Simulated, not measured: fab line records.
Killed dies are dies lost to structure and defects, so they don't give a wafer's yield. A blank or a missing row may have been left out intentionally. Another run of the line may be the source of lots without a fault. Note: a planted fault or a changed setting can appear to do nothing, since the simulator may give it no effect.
One fault seen from 2 desks || flow sky130 || each desk holds nothing but its own numbers, with what lay behind them at the end

## TOOL OWNER'S DESK, implanter-02
SKY_LDD_N_IMPLANT_14, tool's own readings: per-lot mean of the sampled wafers with a number, covering each lot this tool ran. Marked OUT: a lot whose mean sits more than 4 standard deviations from the usual mean, which makes it out of limits; the brackets give that distance.
Columns: A = beam_energy_keV at SKY_LDD_N_IMPLANT_14, usual 49.997
{"lot": "L748", "first seen here": "day 19 05:54", "A": 50.014}
{"lot": "L758", "first seen here": "day 23 00:28", "A": "52.581 (+99 or more) OUT"}
{"lot": "L759", "first seen here": "day 23 15:58", "A": "52.560 (+99 or more) OUT"}
{"lot": "L761", "first seen here": "day 24 01:07", "A": "52.592 (+99 or more) OUT"}
This desk finds L758, L759, L761 out of limits, L758 being first, at day 23 00:28 (beam_energy_keV at SKY_LDD_N_IMPLANT_14). In limits: L748.

## AT THE METROLOGY DESK
What the gauges read, lot by lot, whatever tool the lot ran on: means of the sampled wafers that have a number. Marked OUT: a lot whose mean sits more than 4 standard deviations from the usual mean, which makes it out of limits; the brackets give that distance.
Columns: A = LDD_N_OVL at SKY_LDD_N_OVL_MEAS_07, usual -0.1 nm
{"lot": "L748", "first seen here": "day 19 04:56", "A": 0.6}
{"lot": "L749", "first seen here": "day 19 05:28", "A": 1.7}
{"lot": "L758", "first seen here": "day 22 23:30", "A": -0.5}
{"lot": "L759", "first seen here": "day 23 15:00", "A": 1.4}
{"lot": "L761", "first seen here": "day 24 00:07", "A": -2.2}
{"lot": "L765", "first seen here": "day 25 17:03", "A": -0.4}
{"lot": "L767", "first seen here": "day 26 01:18", "A": -0.7}
This desk's verdict: no lot among the 7 shows anything out of limits.

## ALL TOGETHER
The tool owner's desk could have raised an alarm at day 23 00:28, on L758, L759, L761.
The metrology desk saw nothing out of limits.
The metrology desk has L758, L759, L761 on record, within its limits.
The lots listed all ran SKY_LDD_N_IMPLANT_14 on implanter-02.

## WHAT THE SIMULATOR PUT IN
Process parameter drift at SKY_LDD_N_IMPLANT_14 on implanter-02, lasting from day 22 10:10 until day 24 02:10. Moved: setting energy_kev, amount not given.
Struck lots among those shown: L758, L759, L761.
Hours from the fault's start to each desk's first reading out of limits: the tool owner's desk, 14.
